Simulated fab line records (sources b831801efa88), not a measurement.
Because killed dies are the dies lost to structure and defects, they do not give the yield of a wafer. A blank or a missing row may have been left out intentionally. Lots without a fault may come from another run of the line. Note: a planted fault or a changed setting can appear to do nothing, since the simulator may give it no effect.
Which tool did it? :: flow gf180mcu :: 39 wafers from 13 lots sampled at 4 of the route's 602 steps

## WHAT THE GAUGES SHOWED, per wafer
GF_V5_THK_MEAS_25: measures by xrf. Usual: V5_W_THK typically reads 357 nm, with standard deviation 4.6.
lot: L665
measured: day 27 01:05
on: film metro-02
V5_W_THK (nm): 357 353 351
flag: 

lot: L668
measured: day 28 02:37
on: film metro-01
V5_W_THK (nm): 357 354 358
flag: 

lot: L669
measured: day 28 10:59
on: film metro-02
V5_W_THK (nm): 362 364 362
flag: 

lot: L670
measured: day 28 16:37
on: film metro-04
V5_W_THK (nm): 359 355 359
flag: 

lot: L672
measured: day 29 09:55
on: film metro-02
V5_W_THK (nm): 356 355 354
flag: 

lot: L673
measured: day 29 17:40
on: film metro-02
V5_W_THK (nm): 353 354 349
flag: 

lot: L674
measured: day 30 02:12
on: film metro-01
V5_W_THK (nm): 360 354 360
flag: 

lot: L675
measured: day 30 10:44
on: film metro-02
V5_W_THK (nm): 360 360 355
flag: 

lot: L676
measured: day 30 14:07
on: film metro-02
V5_W_THK (nm): 356 355 356
flag: 

lot: L682
measured: day 32 15:16
on: film metro-04
V5_W_THK (nm): 364 361 364
flag: 

lot: L685
measured: day 32 20:11
on: film metro-04
V5_W_THK (nm): 355 356 354
flag: 

lot: L686
measured: day 33 04:04
on: film metro-01
V5_W_THK (nm): 346 345 347
flag: 

lot: L687
measured: day 33 08:05
on: film metro-04
V5_W_THK (nm): 353 363 360
flag: 

## EACH LOT AND THE TOOL THAT RAN IT (in order: tool; ch and the chambers of the sampled wafers; start)
lot: L665
GF_M3_SPUTTER_02: pvd sputter-03, day 20 02:02
GF_V3_ETCH_17: rie diel-01 ch 0,1,3, day 22 02:00
GF_M4_SPUTTER_03: pvd sputter-04, day 22 04:19

lot: L668
GF_M3_SPUTTER_02: pvd sputter-04, day 21 10:07
GF_V3_ETCH_17: rie diel-02 ch 0,2,3, day 23 10:00
GF_M4_SPUTTER_03: pvd sputter-01, day 23 11:52

lot: L669
GF_M3_SPUTTER_02: pvd sputter-04, day 21 18:26
GF_V3_ETCH_17: rie diel-01 ch 1,2, day 23 18:00
GF_M4_SPUTTER_03: pvd sputter-01, day 23 20:20

lot: L670
GF_M3_SPUTTER_02: pvd sputter-01, day 22 01:23
GF_V3_ETCH_17: rie diel-02 ch 0,1,3, day 24 01:00
GF_M4_SPUTTER_03: pvd sputter-04, day 24 02:40

lot: L672
GF_M3_SPUTTER_02: pvd sputter-03, day 22 22:17
GF_V3_ETCH_17: rie diel-02 ch 0,2,3, day 24 21:00
GF_M4_SPUTTER_03: pvd sputter-01, day 24 22:38

lot: L673
GF_M3_SPUTTER_02: pvd sputter-04, day 23 09:48
GF_V3_ETCH_17: rie diel-04 ch 1,2, day 25 06:00
GF_M4_SPUTTER_03: pvd sputter-04, day 25 08:01

lot: L674
GF_M3_SPUTTER_02: pvd sputter-03, day 23 16:08
GF_V3_ETCH_17: rie diel-02 ch 0,1,2, day 25 14:00
GF_M4_SPUTTER_03: pvd sputter-01, day 25 15:49

lot: L675
GF_M3_SPUTTER_02: pvd sputter-01, day 24 05:30
GF_V3_ETCH_17: rie diel-02 ch 1,2,3, day 26 03:00
GF_M4_SPUTTER_03: pvd sputter-02, day 26 04:29

lot: L676
GF_M3_SPUTTER_02: pvd sputter-04, day 24 09:46
GF_V3_ETCH_17: rie diel-02 ch 1,2,3, day 26 06:00
GF_M4_SPUTTER_03: pvd sputter-04, day 26 07:34

lot: L682
GF_M3_SPUTTER_02: pvd sputter-03, day 26 20:27
GF_V3_ETCH_17: rie diel-04 ch 1,3, day 28 13:00
GF_M4_SPUTTER_03: pvd sputter-02, day 28 15:01

lot: L685
GF_M3_SPUTTER_02: pvd sputter-04, day 27 02:44
GF_V3_ETCH_17: rie diel-04 ch 0,1,3, day 28 18:00
GF_M4_SPUTTER_03: pvd sputter-04, day 28 20:09

lot: L686
GF_M3_SPUTTER_02: pvd sputter-03, day 27 11:26
GF_V3_ETCH_17: rie diel-01 ch 0,1,2, day 29 03:00
GF_M4_SPUTTER_03: pvd sputter-01, day 29 05:10

lot: L687
GF_M3_SPUTTER_02: pvd sputter-01, day 27 17:48
GF_V3_ETCH_17: rie diel-01 ch 1,2,3, day 29 09:00
GF_M4_SPUTTER_03: pvd sputter-01, day 29 10:53
- GF_M3_SPUTTER_02: material AlCu, target thk 450 nm, time 23.9 s.
- GF_V3_ETCH_17: etches SiO2 in C4F8/O2/Ar, stops on TiN, target depth 635 nm.
- GF_M4_SPUTTER_03: material Ti, target thk 10 nm, time 6.7 s.

## AS READ BY THE TOOLS THEMSELVES (means over the sampled wafers that have a number; for cases with no such wafer, the mark the record gives instead)
GF_M3_SPUTTER_02. Usual: cathode dc power W 10600 W, standard deviation 1.9; throttle valve pct 30.3 %, standard deviation 1.
lot: L665
tool: pvd sputter-03
cathode dc power W (W): 10600
throttle valve pct (%): 30.4
flag: 

lot: L668
tool: pvd sputter-04
cathode dc power W (W): 10600
throttle valve pct (%): 31.0
flag: 

lot: L669
tool: pvd sputter-04
cathode dc power W (W): 10602
throttle valve pct (%): 29.5
flag: 

lot: L670
tool: pvd sputter-01
cathode dc power W (W): 10598
throttle valve pct (%): 30.0
flag: 

lot: L672
tool: pvd sputter-03
cathode dc power W (W): 10597
throttle valve pct (%): 31.1
flag: 

lot: L673
tool: pvd sputter-04
cathode dc power W (W): 10599
throttle valve pct (%): 31.0
flag: 

lot: L674
tool: pvd sputter-03
cathode dc power W (W): 10600
throttle valve pct (%): 30.9
flag: 

lot: L675
tool: pvd sputter-01
cathode dc power W (W): 10598
throttle valve pct (%): 30.1
flag: 

lot: L676
tool: pvd sputter-04
cathode dc power W (W): 10600
throttle valve pct (%): 29.3
flag: 

lot: L682
tool: pvd sputter-03
cathode dc power W (W): 10600
throttle valve pct (%): 30.4
flag: 

lot: L685
tool: pvd sputter-04
cathode dc power W (W): 10600
throttle valve pct (%): 30.4
flag: 

lot: L686
tool: pvd sputter-03
cathode dc power W (W): 10600
throttle valve pct (%): 31.0
flag: 

lot: L687
tool: pvd sputter-01
cathode dc power W (W): 10600
throttle valve pct (%): 29.9
flag: 

GF_V3_ETCH_17. Usual: oes product au 0.857 a.u., standard deviation 0.0047; rf fwd power W 1492 W, standard deviation 4.7.
lot: L665
tool: rie diel-01
oes product au (a.u.): 0.854
rf fwd power W (W): 1493
flag: 

lot: L668
tool: rie diel-02
oes product au (a.u.): 0.856
rf fwd power W (W): 1494
flag: 

lot: L669
tool: rie diel-01
oes product au (a.u.): 0.855
rf fwd power W (W): 1495
flag: 

lot: L670
tool: rie diel-02
oes product au (a.u.): 0.854
rf fwd power W (W): 1497
flag: 

lot: L672
tool: rie diel-02
oes product au (a.u.): 0.861
rf fwd power W (W): 1490
flag: 

lot: L673
tool: rie diel-04
oes product au (a.u.): 0.855
rf fwd power W (W): 1488
flag: 

lot: L674
tool: rie diel-02
oes product au (a.u.): 0.859
rf fwd power W (W): 1493
flag: 

lot: L675
tool: rie diel-02
oes product au (a.u.): 0.859
rf fwd power W (W): 1491
flag: 

lot: L676
tool: rie diel-02
oes product au (a.u.): 0.860
rf fwd power W (W): 1492
flag: 

lot: L682
tool: rie diel-04
oes product au (a.u.): 0.858
rf fwd power W (W): 1488
flag: 

lot: L685
tool: rie diel-04
oes product au (a.u.): 0.856
rf fwd power W (W): 1491
flag: 

lot: L686
tool: rie diel-01
oes product au (a.u.): 0.857
rf fwd power W (W): 1489
flag: 

lot: L687
tool: rie diel-01
oes product au (a.u.): 0.862
rf fwd power W (W): 1489
flag: 

GF_M4_SPUTTER_03. Usual: cathode dc power W 3000.1 W, standard deviation 0.53; throttle valve pct 29.9 %, standard deviation 0.94.
lot: L665
tool: pvd sputter-04
cathode dc power W (W): 3000.1
throttle valve pct (%): 29.9
flag: 

lot: L668
tool: pvd sputter-01
cathode dc power W (W): 3000.0
throttle valve pct (%): 29.7
flag: 

lot: L669
tool: pvd sputter-01
cathode dc power W (W): 3000.0
throttle valve pct (%): 30.1
flag: 

lot: L670
tool: pvd sputter-04
cathode dc power W (W): 2999.6
throttle valve pct (%): 29.3
flag: 

lot: L672
tool: pvd sputter-01
cathode dc power W (W): 3000.0
throttle valve pct (%): 29.9
flag: 

lot: L673
tool: pvd sputter-04
cathode dc power W (W): 3000.2
throttle valve pct (%): 30.4
flag: 

lot: L674
tool: pvd sputter-01
cathode dc power W (W): 3000.4
throttle valve pct (%): 30.2
flag: 

lot: L675
tool: pvd sputter-02
cathode dc power W (W): 2999.9
throttle valve pct (%): 29.7
flag: 

lot: L676
tool: pvd sputter-04
cathode dc power W (W): 3000.3
throttle valve pct (%): 29.9
flag: 

lot: L682
tool: pvd sputter-02
cathode dc power W (W): 3000.0
throttle valve pct (%): 30.4
flag: 

lot: L685
tool: pvd sputter-04
cathode dc power W (W): 3000.1
throttle valve pct (%): 30.9
flag: 

lot: L686
tool: pvd sputter-01
cathode dc power W (W): 2999.8
throttle valve pct (%): 29.6
flag: 

lot: L687
tool: pvd sputter-01
cathode dc power W (W): 2999.9
throttle valve pct (%): 30.4
flag: 

## THE ANSWER, worked out from the rows above alone
Rule: a lot counts as off when the mean over its wafers that have a number is more than 3 standard deviations away from the usual mean. A lot without any number at a reading at which 4 lots or more have one is off too. Where the step has rows for the other lots, those lots are counted as sound. The gauges are gone through in route order, then the tools' own readings, and for those a lot's mean is taken as printed above. The first step at which some lot is off is used, and at that step the reading that is off furthest; a lot without a number counts as furthest.
No lot is off at any reading shown: from this, nothing can be told.

## WHAT THE SIMULATOR HAD INSERTED
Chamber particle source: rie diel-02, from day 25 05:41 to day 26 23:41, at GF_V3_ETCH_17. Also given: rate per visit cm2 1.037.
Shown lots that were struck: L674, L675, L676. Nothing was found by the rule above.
